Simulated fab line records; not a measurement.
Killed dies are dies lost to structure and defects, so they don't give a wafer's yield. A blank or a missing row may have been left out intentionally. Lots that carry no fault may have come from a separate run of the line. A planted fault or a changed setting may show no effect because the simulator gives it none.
Which tool is to blame? + flow sky130 + 12 lots with 36 wafers sampled at 4 steps, on a route of 708 steps

== WHAT THE GAUGES READ, wafer by wafer ==
SKY_VIA1_THK_MEAS_23: measures by xrf. Usual: for VIA1_W_THK the level is 276 nm and the standard deviation is 4.3.
| lot  | measured     | on            | VIA1_W_THK (nm) | flag |
|------|--------------|---------------|-----------------|------|
| L876 | day 33 22:42 | film metro-04 | 274 277 277     |      |
| L879 | day 35 01:04 | film metro-04 | 277 274 277     |      |
| L881 | day 36 06:11 | film metro-03 | 276 277 281     |      |
| L882 | day 36 09:34 | film metro-02 | 273 278 270     |      |
| L883 | day 36 11:33 | film metro-04 | 274 277 279     |      |
| L891 | day 38 22:55 | film metro-02 | 274 269 272     |      |
| L892 | day 39 00:57 | film metro-04 | 271 270 273     |      |
| L894 | day 39 17:23 | film metro-03 | 279 279 279     |      |
| L895 | day 39 22:53 | film metro-04 | 271 272 273     |      |
| L896 | day 40 21:26 | film metro-04 | 272 271 275     |      |
| L898 | day 41 00:26 | film metro-04 | 272 272 270     |      |
| L899 | day 41 04:01 | film metro-04 | 279 286 279     |      |

== WHICH TOOL RAN EACH LOT (tool, then ch and the chambers of the sampled wafers, then the start) ==
| lot  | SKY_METAL1_DESCUM_17              | SKY_VIA1_STRIP_16                    | SKY_VIA1_CVD_21               |
|------|-----------------------------------|--------------------------------------|-------------------------------|
| L876 | rie metal-02 ch 0,1, day 32 17:06 | plasma asher-04 ch 0,1, day 33 21:49 | cvd w-01 ch 0,1, day 33 22:30 |
| L879 | rie metal-04 ch 0,1, day 33 20:41 | plasma asher-02 ch 0,1, day 35 00:11 | cvd w-02 ch 1, day 35 00:52   |
| L881 | rie metal-02 ch 0,1, day 35 02:40 | plasma asher-01 ch 0,1, day 36 05:20 | cvd w-01 ch 0,1, day 36 05:59 |
| L882 | rie metal-04 ch 0,1, day 35 04:52 | plasma asher-02 ch 0,1, day 36 08:42 | cvd w-01 ch 0,1, day 36 09:21 |
| L883 | rie metal-01 ch 0,1, day 35 06:50 | plasma asher-04 ch 0,1, day 36 10:41 | cvd w-02 ch 0,1, day 36 11:20 |
| L891 | rie metal-02 ch 0,1, day 37 18:35 | plasma asher-02 ch 0,1, day 38 22:03 | cvd w-02 ch 0, day 38 22:42   |
| L892 | rie metal-02 ch 0,1, day 37 21:17 | plasma asher-04 ch 0,1, day 39 00:05 | cvd w-02 ch 0,1, day 39 00:44 |
| L894 | rie metal-04 ch 0,1, day 38 14:23 | plasma asher-04 ch 0,1, day 39 16:27 | cvd w-02 ch 0,1, day 39 17:10 |
| L895 | rie metal-02 ch 0,1, day 38 19:29 | plasma asher-01 ch 0,1, day 39 22:02 | cvd w-02 ch 0,1, day 39 22:41 |
| L896 | rie metal-04 ch 0,1, day 39 18:38 | plasma asher-04 ch 0,1, day 40 20:34 | cvd w-02 ch 0,1, day 40 21:13 |
| L898 | rie metal-02 ch 0,1, day 39 21:53 | plasma asher-02 ch 0,1, day 40 23:35 | cvd w-02 ch 0,1, day 41 00:14 |
| L899 | rie metal-04 ch 0,1, day 40 00:50 | plasma asher-02 ch 0,1, day 41 03:07 | cvd w-01 ch 0,1, day 41 03:48 |
- SKY_METAL1_DESCUM_17: chemistry O2, time 8 s.
- SKY_VIA1_STRIP_16: strips in O2/N2.
- SKY_VIA1_CVD_21: deposits W, target thk 270 nm, time 80.902 s.

== WHAT THE TOOLS THEMSELVES READ (means of the sampled wafers that have a number; where no wafer has one, the mark that the record gives instead) ==
SKY_METAL1_DESCUM_17. Usual: chamber pressure mTorr 10.000 mTorr, standard deviation 0.0086; drypump motor current A 6.0 A, standard deviation 0.45; oes product au 0.998 a.u., standard deviation 0.0095.
| lot  | tool         | chamber pressure mTorr (mTorr) | drypump motor current A (A) | oes product au (a.u.) | flag |
|------|--------------|--------------------------------|-----------------------------|-----------------------|------|
| L876 | rie metal-02 | 10.000                         | 5.7                         | 1.000                 |      |
| L879 | rie metal-04 | 9.997                          | 6.2                         | 1.001                 |      |
| L881 | rie metal-02 | 10.005                         | 5.7                         | 0.997                 |      |
| L882 | rie metal-04 | 10.002                         | 6.2                         | 1.000                 |      |
| L883 | rie metal-01 | 9.999                          | 5.8                         | 1.008                 |      |
| L891 | rie metal-02 | 10.003                         | 5.7                         | 0.987                 |      |
| L892 | rie metal-02 | 10.006                         | 5.9                         | 0.997                 |      |
| L894 | rie metal-04 | 9.997                          | 6.1                         | 0.986                 |      |
| L895 | rie metal-02 | 10.006                         | 5.9                         | 0.989                 |      |
| L896 | rie metal-04 | 9.996                          | 6.2                         | 0.997                 |      |
| L898 | rie metal-02 | 9.995                          | 5.9                         | 0.991                 |      |
| L899 | rie metal-04 | 9.994                          | 6.1                         | 0.997                 |      |

SKY_VIA1_STRIP_16. Usual: chamber pressure mTorr 1500.1 mTorr, standard deviation 1.4; drypump motor current A 5.75 A, standard deviation 0.25; o2 flow sccm 3001 sccm, standard deviation 7.8; oes product au 0.416 a.u., standard deviation 0.0045; strip time to endpoint s 4.462 s, standard deviation 0.025.
| lot  | tool            | chamber pressure mTorr (mTorr) | drypump motor current A (A) | o2 flow sccm (sccm) | oes product au (a.u.) | strip time to endpoint s (s) | flag |
|------|-----------------|--------------------------------|-----------------------------|---------------------|-----------------------|------------------------------|------|
| L876 | plasma asher-04 | 1499.7                         | 6.09                        | 2996                | 0.415                 | 4.500                        |      |
| L879 | plasma asher-02 | 1500.4                         | 5.59                        | 3008                | 0.418                 | 4.449                        |      |
| L881 | plasma asher-01 | 1500.4                         | 5.76                        | 3006                | 0.420                 | 4.440                        |      |
| L882 | plasma asher-02 | 1501.2                         | 5.58                        | 3403                | 0.412                 | 4.438                        | OFF  |
| L883 | plasma asher-04 | 1501.0                         | 6.09                        | 3000                | 0.419                 | 4.448                        |      |
| L891 | plasma asher-02 | 1500.5                         | 5.59                        | 3008                | 0.415                 | 4.465                        |      |
| L892 | plasma asher-04 | 1499.2                         | 5.93                        | 3001                | 0.415                 | 4.464                        |      |
| L894 | plasma asher-04 | 1499.2                         | 6.07                        | 2993                | 0.415                 | 4.465                        |      |
| L895 | plasma asher-01 | 1500.4                         | 5.76                        | 2996                | 0.416                 | 4.450                        |      |
| L896 | plasma asher-04 | 1499.5                         | 5.93                        | 3000                | 0.416                 | 4.437                        |      |
| L898 | plasma asher-02 | 1499.8                         | 5.58                        | 3005                | 0.419                 | 4.472                        |      |
| L899 | plasma asher-02 | 1498.5                         | 5.52                        | 3005                | 0.420                 | 4.449                        |      |

SKY_VIA1_CVD_21. Usual: heater power w reads 842 W (standard deviation 89).
| lot  | tool     | heater power w (W) | flag |
|------|----------|--------------------|------|
| L876 | cvd w-01 | 959                |      |
| L879 | cvd w-02 | 789                |      |
| L881 | cvd w-01 | 958                |      |
| L882 | cvd w-01 | 953                |      |
| L883 | cvd w-02 | 771                |      |
| L891 | cvd w-02 | 749                |      |
| L892 | cvd w-02 | 773                |      |
| L894 | cvd w-02 | 766                |      |
| L895 | cvd w-02 | 763                |      |
| L896 | cvd w-02 | 766                |      |
| L898 | cvd w-02 | 786                |      |
| L899 | cvd w-01 | 941                |      |

== THE ANSWER, worked out from the rows above alone ==
Rule: a lot is off if the mean of its wafers that have a number lies more than 3 standard deviations from the usual mean. Also off: a lot with no number at a reading for which 4 or more lots have one. The other lots that the step has rows for count as sound. First the gauges in route order, then the tools' own readings, where a lot's mean is used as printed above. The first step at which some lot is off is used, and at that step the reading that is off furthest; a lot without a number counts as furthest.
Off: L882 (SKY_VIA1_STRIP_16, o2 flow sccm).
A tool fits if, at that step or a process step before it, it ran every lot that is off, and no sound lot after the first of them. Not one of the candidates tried fits.

== WHAT THE SIMULATOR HAD PUT IN ==
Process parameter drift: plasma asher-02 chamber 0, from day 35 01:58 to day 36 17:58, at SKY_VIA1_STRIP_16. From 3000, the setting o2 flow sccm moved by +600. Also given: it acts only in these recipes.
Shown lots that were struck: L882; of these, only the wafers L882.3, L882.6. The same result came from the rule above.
